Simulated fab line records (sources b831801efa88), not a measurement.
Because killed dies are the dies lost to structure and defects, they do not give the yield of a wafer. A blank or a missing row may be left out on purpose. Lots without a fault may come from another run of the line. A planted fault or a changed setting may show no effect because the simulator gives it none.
Which of the tools did it? :: flow gf180mcu :: 39 wafers from 13 lots sampled at 2 of the route's 602 steps

## WHAT EACH GAUGE READ, for each wafer
GF_V1_CD_MEAS_14: target cd 260 nm.
lot: L781
measured: day 18 16:59
on: cd sem-02
cd nm (nm): 259.1 258.9 261.2

lot: L782
measured: day 19 03:38
on: cd sem-01
cd nm (nm): 258.5 258.6 259.2

lot: L783
measured: day 19 18:22
on: cd sem-02
cd nm (nm): 260.5 259.4 260.3

lot: L784
measured: day 19 23:50
on: cd sem-02
cd nm (nm): 260.7 261.8 260.9

lot: L786
measured: day 20 10:31
on: cd sem-01
cd nm (nm): 258.2 259.1 258.0

lot: L787
measured: day 20 15:31
on: cd sem-02
cd nm (nm): 260.2 258.6 259.3

lot: L788
measured: day 21 06:32
on: cd sem-02
cd nm (nm): 261.5 260.9 260.8

lot: L789
measured: day 21 12:44
on: cd sem-01
cd nm (nm): 258.8 258.7 259.2

lot: L790
measured: day 22 03:25
on: cd sem-01
cd nm (nm): 259.4 258.2 259.0

lot: L793
measured: day 23 01:14
on: cd sem-02
cd nm (nm): 259.6 260.5 260.8

lot: L794
measured: day 23 08:23
on: cd sem-01
cd nm (nm): 261.2 260.6 261.4

lot: L795
measured: day 23 15:44
on: cd sem-02
cd nm (nm): 260.4 259.4 260.7

lot: L803
measured: day 26 03:36
on: cd sem-01
cd nm (nm): 259.7 258.8 258.7

## WHICH TOOL RAN EACH LOT (tool, then ch and the chambers of the sampled wafers, then the start)
lot: L781
GF_V1_CVD_02: pecvd-03 ch 0,1, day 17 16:44

lot: L782
GF_V1_CVD_02: pecvd-03 ch 0,1, day 18 03:32

lot: L783
GF_V1_CVD_02: pecvd-03 ch 0,1,2, day 18 17:26

lot: L784
GF_V1_CVD_02: pecvd-04 ch 0,1,2, day 18 23:05

lot: L786
GF_V1_CVD_02: pecvd-01 ch 0,2, day 19 09:47

lot: L787
GF_V1_CVD_02: pecvd-04 ch 0,2, day 19 14:33

lot: L788
GF_V1_CVD_02: pecvd-03 ch 0,2, day 20 06:42

lot: L789
GF_V1_CVD_02: pecvd-01 ch 0,2, day 20 12:34

lot: L790
GF_V1_CVD_02: pecvd-01 ch 1,2, day 21 03:01

lot: L793
GF_V1_CVD_02: pecvd-04 ch 0,1,2, day 22 01:03

lot: L794
GF_V1_CVD_02: pecvd-01 ch 0,1,2, day 22 08:49

lot: L795
GF_V1_CVD_02: pecvd-04 ch 0,1,2, day 22 16:51

lot: L803
GF_V1_CVD_02: pecvd-01 ch 0,1, day 25 05:55
- GF_V1_CVD_02: deposits SiO2 from TEOS, target thk 850 nm, time 94.851 s.

## AS READ BY THE TOOLS THEMSELVES (means over the sampled wafers that have a number; for cases with no such wafer, the mark the record gives instead)
GF_V1_CVD_02.
lot: L781
tool: pecvd-03
heater power w (W): 703

lot: L782
tool: pecvd-03
heater power w (W): 628

lot: L783
tool: pecvd-03
heater power w (W): 677

lot: L784
tool: pecvd-04
heater power w (W): 766

lot: L786
tool: pecvd-01
heater power w (W): 813

lot: L787
tool: pecvd-04
heater power w (W): 727

lot: L788
tool: pecvd-03
heater power w (W): 695

lot: L789
tool: pecvd-01
heater power w (W): 767

lot: L790
tool: pecvd-01
heater power w (W): 650

lot: L793
tool: pecvd-04
heater power w (W): 758

lot: L794
tool: pecvd-01
heater power w (W): 716

lot: L795
tool: pecvd-04
heater power w (W): 759

lot: L803
tool: pecvd-01
heater power w (W): 684

## THE ANSWER, worked out from the rows above alone
Rule: the lots themselves supply what counts as usual. Put in order of their means at a reading, lots are off if they are a third of the lots or fewer, leave a main group of 4 or more, and stand apart from it by a gap of 3 or more times the standard deviation of the main group's means; of several such gaps the widest counts. The tables above print the reading to a certain number of digits; a main group whose means all agree to those digits is not used. A lot without any number at a reading at which 4 lots or more have one is off too. All remaining lots with rows at the step are treated as sound. The gauges are gone through in route order, then the tools' own readings, and for those a lot's mean is taken as printed above. The first step at which some lot is off is used, and at that step the reading that is off furthest; a lot without a number counts as furthest.
Nothing can be told from this: no lot is off at any reading shown.

## WHAT THE SIMULATOR HAD PUT IN
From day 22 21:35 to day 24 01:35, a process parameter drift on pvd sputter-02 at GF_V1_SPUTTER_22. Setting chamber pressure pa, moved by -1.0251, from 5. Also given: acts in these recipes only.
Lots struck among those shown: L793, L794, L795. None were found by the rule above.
